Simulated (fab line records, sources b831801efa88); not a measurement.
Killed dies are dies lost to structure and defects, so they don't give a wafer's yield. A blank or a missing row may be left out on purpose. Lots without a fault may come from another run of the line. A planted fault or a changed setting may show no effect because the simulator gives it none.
Split-lot experiment | flow sfq_line | 5 lots, 23 wafers read, on a route of 325 steps

THE SPLIT
At SFQ_TRILAYER_I4_CMP_CMP_100 (polishes SiO2), the setting leave_above_ref_nm was moved away from the recipe's 200 nm on 6 of the 23 wafers read, by -4.1% to -3.9%. The other wafers ran this setting at the recipe's value.

The file shows no step between the split and the reading.

THE READING
thk_nm, in nm, at SFQ_TRILAYER_I4_METRO_MEASURE_101. Fault-free wafers of this fab line usually give 200.2 nm, standard deviation 1.4 nm.

wafer  | tool, chamber at the split | leave_above_ref_nm as run, nm | against the recipe | thk_nm, nm | against lot-mates on the recipe
L074.1 | cmp-01, 0                  | 200                           | recipe             | 202.4      | -
L074.2 | cmp-01, 3                  | 200                           | recipe             | 200.0      | -
L074.3 | cmp-01, 1                  | 200                           | recipe             | 199.5      | -
L074.4 | cmp-01, 2                  | 200                           | recipe             | 200.8      | -
L074.5 | cmp-01, 2                  | 200                           | recipe             | 199.2      | -
L077.1 | cmp-02, 3,0                | 200                           | recipe             | 199.0      | -
L077.3 | cmp-02, 0                  | 200                           | recipe             | 199.1      | -
L077.4 | cmp-02, 2                  | 200                           | recipe             | 201.6      | -
L077.5 | cmp-02, 3                  | 200                           | recipe             | 199.8      | -
L077.6 | cmp-02, 3,0                | 200                           | recipe             | 199.1      | -
L078.1 | cmp-02, 1                  | 192.2                         | -3.9%              | 193.0      | -7.5
L078.2 | cmp-02, 2                  | 192.2                         | -3.9%              | 192.3      | -8.2
L078.3 | cmp-02, 3                  | 192.2                         | -3.9%              | 190.8      | -9.7
L078.5 | cmp-02, 2                  | 200                           | recipe             | 201.6      | -
L078.6 | cmp-02, 1                  | 200                           | recipe             | 199.4      | -
L080.2 | cmp-01, 1                  | 200                           | recipe             | 201.1      | -
L080.5 | cmp-01, 3                  | 200                           | recipe             | 199.8      | -
L080.6 | cmp-01, 0                  | 200                           | recipe             | 202.0      | -
L083.1 | cmp-01, 0                  | 200                           | recipe             | 201.1      | -
L083.2 | cmp-01, 3                  | 191.8                         | -4.1%              | 191.1      | -8.7
L083.3 | cmp-01, 2                  | 191.8                         | -4.1%              | 191.2      | -8.6
L083.5 | cmp-01, 0                  | 191.8                         | -4.1%              | 192.3      | -7.4
L083.6 | cmp-01, 1                  | 200                           | recipe             | 198.4      | -
Where a row lists several chambers, the file gives one row for several wafers and doesn't say which wafer went through which chamber.

THE FIT
A straight line over all 23 wafers: thk_nm changes by +2.11 nm for each +1% of leave_above_ref_nm; r = +0.96; the points scatter about the line by 1.1 nm.
The same after taking each lot's own level away (the mean of its wafers on the recipe; 23 wafers): +2.08 nm for each +1%; r = +0.96; scatter 1.1 nm.
On that fit, the largest move of leave_above_ref_nm shifts the reading by 8.5 nm.
The lots' own levels span 199.72 to 200.97 nm, that is 0.9 times the standard deviation above.
So the lot-to-lot level changes the slope little: the two slopes agree.
Check: with one of the wafers moved furthest among these (-4.1%) left out of the fit, the line predicts -8.52 nm for it against its lot-mates. It came out at -8.65 nm against them.

THE WHOLE CHAIN: every reading that the file lists as answering this split, in the file's order
step                                  | what it does                                          | reading                                                                                   | change (the file's fit)              | r (the file's)
SFQ_TRILAYER_I4_CMP_CMP_100           | polishes SiO2                                         | SiO2_of_TRILAYER_I4_DEP_PECVD_099.thk_nm (the simulator's own value, which no gauge read) | +2.1 nm for each +1% of the setting  | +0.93
SFQ_TRILAYER_I4_METRO_MEASURE_101     |                                                       | thk_nm                                                                                    | +2.09 nm for each +1% of the setting | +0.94
SFQ_TRILAYER_I4_VIA_ETCH_VIA_ETCH_106 | etches SiO2 in CHF3, stops on Nb, target depth 260 nm | I4.feature_depth_nm (the simulator's own value, which no gauge read)                      | +2.1 nm for each +1% of the setting  | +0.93

THE FILE'S OWN FIT
thk_nm changes by +2.09 nm for each +1% of leave_above_ref_nm, r = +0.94.
